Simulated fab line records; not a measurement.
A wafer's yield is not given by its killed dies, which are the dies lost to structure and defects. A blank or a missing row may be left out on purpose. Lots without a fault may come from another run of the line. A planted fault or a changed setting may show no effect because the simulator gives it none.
fab line records	flow sky130	part 1 of 2: steps 1 to 28 of 37
record: lots: 5	wafers: 15	last-day: 50
route steps=708 shown CAP2M@605 METAL4@621 VIA4@639
lots untouched by any fault: they come from a run of this same line in which no faults occurred
start-h: start of the lot's first displayed wafer, in hours after the record's first day	wait-h: hours since the lot's step before	" repeats the value in the row above	L1.1+2: several wafers, shown together as one row	- value missing, or start not given	* or withheld: withheld	< > ~ a bound
route shown NAME@n: a module of which the file shows steps, and the number in the route of the first	usual: mean and standard deviation over wafers with no fault	same: alike in all rows	chamber/n: place in a boat	sites: readings site by site	_std_site: how widely they spread, as a standard deviation	_edge_site: mean of outer sites minus mean of inner sites	radius-mm: how far each site lies from the wafer's centre	mask NAME#n: copy n	behind: the most recent tool/chamber to have shaped the wafer	hold: why the lot went on hold/how many hours it stayed there/how the hold came to an end	device: transistor that didn't switch, given as n, p or np	end of line: tests of these same wafers at the route's end	where a step has no rows: the recipe by itself	killed: not the wafer's yield, but the dies lost to structure and defects at the first sort	map: per-die view of a wafer (x killed, . not killed, _ where there is no die)
set.NAME: the run value of the setting; set.NAME@STEP: its run value at that earlier step	model.NAME: the simulator's own value behind a step, which no gauge read
a table for each step, a row for each wafer; lots at some steps of the route
services: a tool's chamber out of use, with start hour (start-h, from the record's first day; less than 0 if before it), hours out, and reason
== steps ==
step: SKY_CAP2M_SPUTTER_02
recipe: material: TiN	target-thk-nm: 200	temp-c: 300	power-w: 6500	time-s: 166.7	chamber-pressure-pa: 0.4
usual: chamber-pressure-pa: 0.4000/0.0009	substrate-temp-c: 300.03/0.22	throttle-valve-pct: 30.4/1.5
lot.wafer	tool	chamber	start-h	wait-h	chamber-pressure-pa	substrate-temp-c	throttle-valve-pct
L078.4	pvd-sputter-04	-	958.81	0.0	0.4007	299.87	28.0
L078.5	"	-	"	"	0.4005	300.14	30.0
L078.6	"	-	"	"	0.3990	299.74	31.1
L086.1	pvd-sputter-04	-	1016.82	0.1	0.4003	300.12	29.8
L086.4	"	-	"	"	0.4006	299.73	31.3
L086.5	"	-	"	"	0.3982	300.11	28.4
L088.1	pvd-sputter-02	-	1032.07	0.1	0.3998	300.16	30.0
L088.2	"	-	"	"	0.3998	300.01	30.8
L088.3	"	-	"	"	0.4001	299.95	30.6
L090.3	pvd-sputter-02	-	1045.40	0.0	0.4010	300.21	30.1
L090.4	"	-	"	"	0.4006	299.76	30.1
L090.6	"	-	"	"	0.4006	300.23	30.0
L092.1	pvd-sputter-04	-	1078.60	0.1	0.4014	299.56	30.0
L092.4	"	-	"	"	0.3987	299.60	31.2
L092.6	"	-	"	"	0.3990	300.09	28.2
step: SKY_CAP2M_RS_MEAS_03
recipe: thk-meas-gauge: four-point-probe	reads: TiN_of_CAP2M_SPUTTER_02
usual: CAP2M_TIN_RS: 6.89/0.1
lot.wafer	tool	chamber	start-h	wait-h	CAP2M_TIN_RS[ohm/sq]
L078.4	film-metro-02	-	958.98	0.1	6.93
L078.5	"	-	"	"	6.98
L078.6	"	-	"	"	6.84
L086.1	film-metro-02	-	1016.92	0.1	6.96
L086.4	"	-	"	"	6.82
L086.5	"	-	"	"	6.87
L088.1	film-metro-02	-	1032.18	0.1	6.97
L088.2	"	-	"	"	6.78
L088.3	"	-	"	"	6.72
L090.3	film-metro-01	-	1045.55	0.1	7.02
L090.4	"	-	"	"	6.77
L090.6	"	-	"	"	7.11
L092.1	film-metro-01	-	1078.71	0.1	7.00
L092.4	"	-	"	"	6.84
L092.6	"	-	"	"	6.91
step: SKY_CAP2M_THK_MEAS_04
recipe: thk-meas-gauge: xrf	reads: TiN_of_CAP2M_SPUTTER_02
usual: CAP2M_TIN_THK: 202/3
lot.wafer	tool	chamber	start-h	wait-h	CAP2M_TIN_THK[nm]
L078.4	film-metro-02	-	959.07	0.1	200
L078.5	"	-	"	"	198
L078.6	"	-	"	"	202
L086.1	film-metro-02	-	1017.04	0.1	200
L086.4	"	-	"	"	205
L086.5	"	-	"	"	202
L088.1	film-metro-02	-	1032.30	0.1	199
L088.2	"	-	"	"	205
L088.3	"	-	"	"	207
L090.3	film-metro-01	-	1045.65	0.1	197
L090.4	"	-	"	"	203
L090.6	"	-	"	"	195
L092.1	film-metro-01	-	1078.83	0.1	198
L092.4	"	-	"	"	201
L092.6	"	-	"	"	200
step: SKY_CAP2M_DEHYDRATE_05
recipe: temp-c: 200	time-s: 60
usual: heater-power-total-W: 160.38/0.13
lot.wafer	tool	chamber	start-h	wait-h	heater-power-total-W
L078.4	litho-track-01	0	970.87	11.8	160.28
L078.5	"	0	"	"	160.25
L078.6	"	0	"	"	160.31
L086.1	litho-track-04	0	1027.38	10.3	160.26
L086.4	"	0	"	"	160.57
L086.5	"	0	"	"	160.30
L088.1	litho-track-03	0	1042.72	10.4	160.29
L088.2	"	0	"	"	160.44
L088.3	"	0	"	"	160.36
L090.3	litho-track-03	0	1053.47	7.8	160.42
L090.4	"	0	"	"	160.21
L090.6	"	0	"	"	160.48
L092.1	litho-track-01	0	1090.45	11.6	160.25
L092.4	"	0	"	"	160.37
L092.6	"	0	"	"	160.18
step: SKY_CAP2M_HMDS_06
recipe: prime-time-s: 60	prime-temp-c: 120
same: prime-time-s: 60
lot.wafer	tool	chamber	start-h	wait-h
L078.4+5+6	litho-track-01	0	971.02	0.1
L086.1+4+5	litho-track-04	0	1027.53	0.1
L088.1+2+3	litho-track-03	0	1042.87	0.1
L090.3+4+6	litho-track-03	0	1053.62	0.1
L092.1+4+6	litho-track-01	0	1090.60	0.1
step: SKY_CAP2M_COAT_07
recipe: resist: NOVOLAK	spin-rpm: 3000	resist-thk-nm: 1140
lot.wafer	tool	chamber	start-h	wait-h
L078.4+5+6	litho-track-01	0	971.17	0.1
L086.1+4+5	litho-track-04	0	1027.68	0.1
L088.1+2+3	litho-track-03	0	1043.02	0.1
L090.3+4+6	litho-track-03	0	1053.77	0.1
L092.1+4+6	litho-track-01	0	1090.75	0.1
step: SKY_CAP2M_SOFTBAKE_08
recipe: temp-c: 90	time-s: 60	resist: NOVOLAK
usual: heater-power-total-W: 56.60/0.043
lot.wafer	tool	chamber	start-h	wait-h	heater-power-total-W
L078.4	litho-track-01	0	971.32	0.1	56.62
L078.5	"	0	"	"	56.61
L078.6	"	0	"	"	56.63
L086.1	litho-track-04	0	1027.83	0.1	56.63
L086.4	"	0	"	"	56.62
L086.5	"	0	"	"	56.55
L088.1	litho-track-03	0	1043.17	0.1	56.60
L088.2	"	0	"	"	56.58
L088.3	"	0	"	"	56.60
L090.3	litho-track-03	0	1053.92	0.1	56.55
L090.4	"	0	"	"	56.61
L090.6	"	0	"	"	56.54
L092.1	litho-track-01	0	1090.90	0.1	56.72
L092.4	"	0	"	"	56.59
L092.6	"	0	"	"	56.54
step: SKY_CAP2M_EXPOSE_09
recipe: mask-id: CAP2M	na: 0.6	source-shape: conventional	sigma-outer: 0.6	polarization: unpolarized	target-cd-nm: 1000	dose-mj: 159
usual: exposure-dose-mJ-cm2: 159.00/0.16
lot.wafer	tool	chamber	start-h	wait-h	mask	exposure-dose-mJ-cm2
L078.4	iline-stepper-02	0	-	-	CAP2M#0	159.13
L078.5	"	0	"	"	CAP2M#0	159.02
L078.6	"	0	"	"	CAP2M#0	158.89
L086.1	iline-stepper-02	0	-	-	CAP2M#0	158.96
L086.4	"	0	"	"	CAP2M#0	159.21
L086.5	"	0	"	"	CAP2M#0	158.98
L088.1	iline-stepper-02	0	-	-	CAP2M#0	159.10
L088.2	"	0	"	"	CAP2M#0	159.09
L088.3	"	0	"	"	CAP2M#0	158.94
L090.3	iline-stepper-01	0	-	-	CAP2M#0	159.01
L090.4	"	0	"	"	CAP2M#0	158.85
L090.6	"	0	"	"	CAP2M#0	158.97
L092.1	iline-stepper-01	0	-	-	CAP2M#0	159.02
L092.4	"	0	"	"	CAP2M#0	158.99
L092.6	"	0	"	"	CAP2M#0	158.97
step: SKY_CAP2M_PEB_10
recipe: temp-c: withheld	time-s: *	resist: NOVOLAK
lot.wafer	tool	chamber	start-h	wait-h
L078.4+5+6	litho-track-03	0	-	-
L086.1+4+5	litho-track-01	0	-	-
L088.1+2+3	litho-track-01	0	-	-
L090.3+4+6	litho-track-04	0	-	-
L092.1+4+6	litho-track-04	0	-	-
step: SKY_CAP2M_DEVELOP_11
recipe: resist: NOVOLAK	developer: TMAH	develop-time-s: 60	dev-temp-c: 23
lot.wafer	tool	chamber	start-h	wait-h
L078.4+5+6	litho-track-03	0	982.89	0.1
L086.1+4+5	litho-track-01	0	1037.85	0.1
L088.1+2+3	litho-track-01	0	1051.10	0.1
L090.3+4+6	litho-track-04	0	1066.03	0.1
L092.1+4+6	litho-track-04	0	1099.38	0.1
step: SKY_CAP2M_OVL_MEAS_12
usual: CAP2M_OVL: -0.9/1.4
lot.wafer	tool	chamber	start-h	wait-h	CAP2M_OVL[nm]
L078.4	overlay-02	-	982.98	0.1	-2.2
L078.5	"	-	"	"	-2.3
L078.6	"	-	"	"	-1.7
L086.1	overlay-02	-	1038.00	0.1	-1.3
L086.4	"	-	"	"	0.6
L086.5	"	-	"	"	-0.3
L088.1	overlay-01	-	1051.25	0.1	-0.8
L088.2	"	-	"	"	0.6
L088.3	"	-	"	"	0.4
L090.3	overlay-02	-	1066.14	0.1	-0.3
L090.4	"	-	"	"	0.1
L090.6	"	-	"	"	0.3
L092.1	overlay-02	-	1099.53	0.1	-1.4
L092.4	"	-	"	"	-3.4
L092.6	"	-	"	"	-2.4
step: SKY_CAP2M_METAL_ETCH_13
recipe: target-depth-nm: 220	stop-on: SiO2	chemistry: Cl2/BCl3	target: TiN	pressure-mtorr: 10	icp-w: 900	bias-w: 48.5	Cl2_flow_sccm: 60	bcl3-flow-sccm: 30	time-s: 62.9
usual: drypump-motor-current-A: 5.6/0.51	oes-product-au: 0.943/0.0096	throttle-valve-pct: 21.901/0.0099
lot.wafer	tool	chamber	start-h	wait-h	drypump-motor-current-A	oes-product-au	rf-hours-counter-h	throttle-valve-pct
L078.4	rie-metal-03	0	983.03	0.0	5.0	0.939	-	21.917
L078.5	"	1	"	"	5.2	0.937	-	21.906
L078.6	"	0	"	"	5.0	0.956	-	21.917
L086.1	rie-metal-02	1	1038.03	0.0	6.3	0.946	7	21.909
L086.4	"	0	"	"	4.7	0.953	-	21.889
L086.5	"	1	"	"	6.3	0.940	-	21.899
L088.1	rie-metal-04	1	1051.28	0.0	5.9	0.939	8	21.921
L088.2	"	0	"	"	6.1	0.960	22	21.891
L088.3	"	0	"	"	6.1	0.960	-	21.884
L090.3	rie-metal-04	1	1066.19	0.0	5.9	0.932	-	21.917
L090.4	"	0	"	"	6.1	0.959	-	21.896
L090.6	"	0	"	"	6.1	0.927	-	21.913
L092.1	rie-metal-04	1	1099.57	0.0	5.9	0.926	12	21.903
L092.4	"	0	"	"	6.1	0.949	-	21.902
L092.6	"	1	"	"	5.9	0.951	-	21.904
step: SKY_CAP2M_STRIP_14
recipe: chemistry: O2/N2	power-w: 1400	pressure-mtorr: 1500	platen-temp-c: withheld	o2-flow-sccm: 3000	n2-flow-sccm: 300	overash-fraction: 0.5
usual: drypump-motor-current-A: 5.6/0.58	oes-product-au: 0.710/0.0049	strip-time-to-endpoint-s: 12.67/0.055
lot.wafer	tool	chamber	start-h	wait-h	drypump-motor-current-A	oes-product-au	rf-hours-counter-h	strip-time-to-endpoint-s
L078.4	plasma-asher-01	0	983.11	0.1	6.6	0.711	-	12.76
L078.5	"	0	"	"	6.6	0.720	-	12.66
L078.6	"	1	"	"	5.5	0.713	-	12.78
L086.1	plasma-asher-03	1	1038.11	0.1	5.1	0.710	118	12.69
L086.4	"	0	"	"	6.1	0.709	-	12.72
L086.5	"	0	"	"	6.1	0.713	-	12.69
L088.1	plasma-asher-01	0	1051.36	0.1	6.6	0.711	95	12.77
L088.2	"	1	"	"	5.4	0.715	95	12.75
L088.3	"	1	"	"	5.5	0.710	-	12.73
L090.3	plasma-asher-01	1	1066.28	0.1	5.5	0.708	-	12.65
L090.4	"	0	"	"	6.6	0.707	-	12.66
L090.6	"	0	"	"	6.6	0.716	-	12.67
L092.1	plasma-asher-01	1	1099.64	0.1	5.5	0.718	100	12.66
L092.4	"	0	"	"	6.6	0.708	-	12.67
L092.6	"	1	"	"	5.5	0.703	-	12.63
step: SKY_CAP2M_STRIP_15
recipe: chemistry: post-etch-residue-remover	time-s: 1200	temp-c: 72.5
usual: bath-guard-temp-C: 72.7/0.48	temp-c: 72.53/0.12
lot.wafer	tool	chamber	start-h	wait-h	bath-guard-temp-C	temp-c
L078.4	wet-bench-02	0	983.18	0.0	73.1	72.64
L078.5	"	0	"	"	73.2	72.45
L078.6	"	0	"	"	73.2	72.61
L086.1	wet-bench-01	2	1038.21	0.1	72.5	72.69
L086.4	"	2	"	"	72.7	72.78
L086.5	"	2	"	"	73.0	72.73
L088.1	wet-bench-02	1	1051.65	0.3	73.1	72.70
L088.2	"	1	"	"	73.3	72.74
L088.3	"	1	"	"	73.1	72.52
L090.3	wet-bench-01	1	1066.34	0.0	73.4	72.61
L090.4	"	1	"	"	72.7	72.35
L090.6	"	1	"	"	72.9	72.53
L092.1	wet-bench-02	0	1099.74	0.1	72.6	72.75
L092.4	"	0	"	"	72.8	72.66
L092.6	"	0	"	"	73.1	72.69
step: SKY_CAP2M_CLEAN_16
recipe: chemistry: IPA	time-s: 180	temp-c: 25
usual: temp-c: 25.00/0.099
lot.wafer	tool	chamber	start-h	wait-h	temp-c
L078.4	wet-bench-04	2	983.52	0.0	25.08
L078.5	"	2	"	"	24.95
L078.6	"	2	"	"	24.94
L086.1	wet-bench-04	2	1038.55	0.0	25.16
L086.4	"	2	"	"	25.00
L086.5	"	2	"	"	25.15
L088.1	wet-bench-01	2	1051.99	0.0	24.88
L088.2	"	2	"	"	25.03
L088.3	"	2	"	"	24.99
L090.3	wet-bench-04	3	1066.69	0.0	25.01
L090.4	"	3	"	"	25.05
L090.6	"	3	"	"	24.93
L092.1	wet-bench-04	1	1100.12	0.0	25.08
L092.4	"	1	"	"	25.04
L092.6	"	1	"	"	25.13
step: SKY_CAP2M_CLEAN_17
recipe: chemistry: O3/DIW	dry: n2-spin
lot.wafer	tool	chamber	start-h	wait-h
L078.4+5+6	wet-bench-01	2	983.58	0.0
L086.1+4+5	wet-bench-04	3	1038.61	0.0
L088.1+2+3	wet-bench-02	3	1052.05	0.0
L090.3+4+6	wet-bench-02	2	1066.74	0.0
L092.1+4+6	wet-bench-01	1	1100.18	0.0
step: SKY_METAL4_DEHYDRATE_05
recipe: temp-c: 200	time-s: 60
usual: heater-power-total-W: 160.38/0.13
lot.wafer	tool	chamber	start-h	wait-h	heater-power-total-W
L078.4	litho-track-01	0	995.52	11.9	160.35
L078.5	"	0	"	"	160.53
L078.6	"	0	"	"	160.20
L086.1	litho-track-01	0	1048.75	10.0	160.41
L086.4	"	0	"	"	160.46
L086.5	"	0	"	"	160.62
L088.1	litho-track-01	0	1062.80	10.7	160.14
L088.2	"	0	"	"	160.26
L088.3	"	0	"	"	160.26
L090.3	litho-track-03	0	1075.82	9.0	160.51
L090.4	"	0	"	"	160.40
L090.6	"	0	"	"	160.27
L092.1	litho-track-03	0	1111.22	10.9	160.57
L092.4	"	0	"	"	160.56
L092.6	"	0	"	"	160.53
step: SKY_METAL4_HMDS_06
recipe: prime-time-s: 60	prime-temp-c: 120
same: prime-time-s: 60
lot.wafer	tool	chamber	start-h	wait-h
L078.4+5+6	litho-track-01	0	995.67	0.1
L086.1+4+5	litho-track-01	0	1048.90	0.1
L088.1+2+3	litho-track-01	0	1062.95	0.1
L090.3+4+6	litho-track-03	0	1075.97	0.1
L092.1+4+6	litho-track-03	0	1111.37	0.1
step: SKY_METAL4_COAT_07
recipe: resist: BARC	temp-c: withheld	time-s: withheld	spin-rpm: 3000	resist-thk-nm: 60
lot.wafer	tool	chamber	start-h	wait-h
L078.4+5+6	litho-track-01	0	995.82	0.1
L086.1+4+5	litho-track-01	0	1049.05	0.1
L088.1+2+3	litho-track-01	0	1063.10	0.1
L090.3+4+6	litho-track-03	0	1076.12	0.1
L092.1+4+6	litho-track-03	0	1111.52	0.1
step: SKY_METAL4_COAT_08
recipe: resist: KrF-thick	spin-rpm: 3000	resist-thk-nm: 1140
lot.wafer	tool	chamber	start-h	wait-h
L078.4+5+6	litho-track-01	0	-	-
L086.1+4+5	litho-track-01	0	-	-
L088.1+2+3	litho-track-01	0	-	-
L090.3+4+6	litho-track-03	0	-	-
L092.1+4+6	litho-track-03	0	-	-
step: SKY_METAL4_SOFTBAKE_09
recipe: temp-c: 99.05	time-s: 90	resist: KrF-thick
usual: heater-power-total-W: 56.60/0.12
lot.wafer	tool	chamber	start-h	wait-h	heater-power-total-W
L078.4	litho-track-01	0	-	-	56.73
L078.5	"	0	"	"	56.65
L078.6	"	0	"	"	56.41
L086.1	litho-track-01	0	-	-	56.73
L086.4	"	0	"	"	56.38
L086.5	"	0	"	"	56.75
L088.1	litho-track-01	0	-	-	56.54
L088.2	"	0	"	"	56.63
L088.3	"	0	"	"	56.42
L090.3	litho-track-03	0	-	-	56.70
L090.4	"	0	"	"	56.64
L090.6	"	0	"	"	56.57
L092.1	litho-track-03	0	-	-	56.45
L092.4	"	0	"	"	56.65
L092.6	"	0	"	"	56.74
step: SKY_METAL4_EXPOSE_10
recipe: mask-id: MM4	na: 0.68	source-shape: annular	sigma-inner: 0.4	sigma-outer: 0.8	target-cd-nm: 300	dose-mj: 28
usual: exposure-dose-mJ-cm2: 28.29/0.24
lot.wafer	tool	chamber	start-h	wait-h	mask	exposure-dose-mJ-cm2
L078.4	krf-scanner-01	0	-	-	MM4#0	28.05
L078.5	"	0	"	"	MM4#0	28.05
L078.6	"	0	"	"	MM4#0	28.04
L086.1	krf-scanner-02	0	-	-	MM4#0	28.52
L086.4	"	0	"	"	MM4#0	28.49
L086.5	"	0	"	"	MM4#0	28.47
L088.1	krf-scanner-02	0	-	-	MM4#0	28.47
L088.2	"	0	"	"	MM4#0	28.48
L088.3	"	0	"	"	MM4#0	28.51
L090.3	krf-scanner-01	0	-	-	MM4#0	27.97
L090.4	"	0	"	"	MM4#0	28.03
L090.6	"	0	"	"	MM4#0	28.02
L092.1	krf-scanner-02	0	-	-	MM4#0	28.46
L092.4	"	0	"	"	MM4#0	28.47
L092.6	"	0	"	"	MM4#0	28.48
step: SKY_METAL4_PEB_11
recipe: peb-temp-c: withheld	peb-time-s: withheld	resist: KrF-thick
lot.wafer	tool	chamber	start-h	wait-h
L078.4+5+6	litho-track-03	0	-	-
L086.1+4+5	litho-track-01	0	-	-
L088.1+2+3	litho-track-01	0	-	-
L090.3+4+6	litho-track-03	0	-	-
L092.1+4+6	litho-track-03	0	-	-
step: SKY_METAL4_DEVELOP_12
recipe: develop-time-s: 60	resist: KrF-thick	dev-temp-c: 21
lot.wafer	tool	chamber	start-h	wait-h
L078.4+5+6	litho-track-03	0	-	-
L086.1+4+5	litho-track-01	0	-	-
L088.1+2+3	litho-track-01	0	-	-
L090.3+4+6	litho-track-03	0	-	-
L092.1+4+6	litho-track-03	0	-	-
step: SKY_METAL4_CD_MEAS_13
recipe: target-cd-nm: 300
usual: cd-nm: 299.9/1.3
lot.wafer	tool	chamber	start-h	wait-h	cd-nm
L078.4	cd-sem-01	-	1008.23	-	298.5
L078.5	"	-	"	"	298.7
L078.6	"	-	"	"	296.8
L086.1	cd-sem-01	-	1059.45	-	297.4
L086.4	"	-	"	"	297.5
L086.5	"	-	"	"	297.7
L088.1	cd-sem-02	-	1073.45	-	300.5
L088.2	"	-	"	"	301.9
L088.3	"	-	"	"	299.3
L090.3	cd-sem-02	-	1088.11	-	300.2
L090.4	"	-	"	"	300.0
L090.6	"	-	"	"	298.7
L092.1	cd-sem-02	-	1120.92	-	300.9
L092.4	"	-	"	"	301.1
L092.6	"	-	"	"	300.8
step: SKY_METAL4_OVL_MEAS_14
usual: METAL4_OVL: -4/5
lot.wafer	tool	chamber	start-h	wait-h	METAL4_OVL[nm]
L078.4	overlay-02	-	1008.30	0.1	-9
L078.5	"	-	"	"	-6
L078.6	"	-	"	"	-7
L086.1	overlay-01	-	1059.57	0.1	0
L086.4	"	-	"	"	6
L086.5	"	-	"	"	0
L088.1	overlay-01	-	1073.57	0.1	6
L088.2	"	-	"	"	-1
L088.3	"	-	"	"	-1
L090.3	overlay-02	-	1088.20	0.1	-3
L090.4	"	-	"	"	-4
L090.6	"	-	"	"	3
L092.1	overlay-01	-	1121.04	0.1	0
L092.4	"	-	"	"	-5
L092.6	"	-	"	"	0
step: SKY_METAL4_DESCUM_15
recipe: chemistry: O2	source-power-w: 150	bias-power-w: 0	pressure-mtorr: 10	temp-c: 40	time-s: 8
usual: drypump-motor-current-A: 5.7/0.45	oes-product-au: 1.005/0.018	temp-c: 40.00/0.12
lot.wafer	tool	chamber	start-h	wait-h	drypump-motor-current-A	oes-product-au	rf-hours-counter-h	temp-c
L078.4	rie-metal-01	1	1008.35	0.0	6.3	1.021	-	40.18
L078.5	"	1	"	"	6.2	1.019	-	39.96
L078.6	"	1	"	"	6.3	1.028	-	39.94
L086.1	rie-metal-03	1	1059.60	0.0	5.3	1.015	13	40.19
L086.4	"	1	"	"	5.2	1.005	-	40.07
L086.5	"	1	"	"	5.2	1.010	-	40.22
L088.1	rie-metal-04	0	1073.60	0.0	6.1	0.994	23	39.91
L088.2	"	1	"	"	6.0	1.020	10	39.99
L088.3	"	1	"	"	5.9	1.023	-	39.90
L090.3	rie-metal-03	1	1088.23	0.0	5.3	0.991	-	39.93
L090.4	"	0	"	"	5.0	0.966	-	39.95
L090.6	"	1	"	"	5.3	1.002	-	40.20
L092.1	rie-metal-03	0	1121.07	0.0	5.0	0.981	14	39.81
L092.4	"	0	"	"	5.0	0.973	-	39.95
L092.6	"	0	"	"	5.0	0.979	-	39.95
step: SKY_METAL4_ETCH_16
recipe: chemistry: N2/H2	target: BARC	ion-energy-ev: 200	bias-w: 100	pressure-mtorr: 30	n2-flow-sccm: 100	h2-flow-sccm: 200	icp-w: 500	stop-on: SiO2	time-s: 88.2	target-depth-a: 600
usual: drypump-motor-current-A: 5.7/0.46	oes-product-au: 0.626/0.0042	throttle-valve-pct: 13.205/0.0089
lot.wafer	tool	chamber	start-h	wait-h	drypump-motor-current-A	oes-product-au	rf-hours-counter-h	throttle-valve-pct
L078.4	rie-metal-01	1	1008.48	0.1	6.3	0.621	-	13.200
L078.5	"	1	"	"	6.3	0.627	-	13.200
L078.6	"	1	"	"	6.3	0.626	-	13.212
L086.1	rie-metal-03	1	1059.63	0.0	5.3	0.624	13	13.192
L086.4	"	1	"	"	5.3	0.617	-	13.206
L086.5	"	1	"	"	5.2	0.629	-	13.201
L088.1	rie-metal-04	0	1073.63	0.0	6.1	0.623	23	13.199
L088.2	"	1	"	"	5.9	0.626	10	13.218
L088.3	"	1	"	"	5.9	0.623	-	13.191
L090.3	rie-metal-03	1	1088.29	0.0	5.3	0.623	-	13.205
L090.4	"	0	"	"	5.0	0.626	-	13.209
L090.6	"	1	"	"	5.3	0.633	-	13.218
L092.1	rie-metal-03	0	1121.10	0.0	5.0	0.634	14	13.194
L092.4	"	0	"	"	5.0	0.621	-	13.198
L092.6	"	0	"	"	5.0	0.622	-	13.197
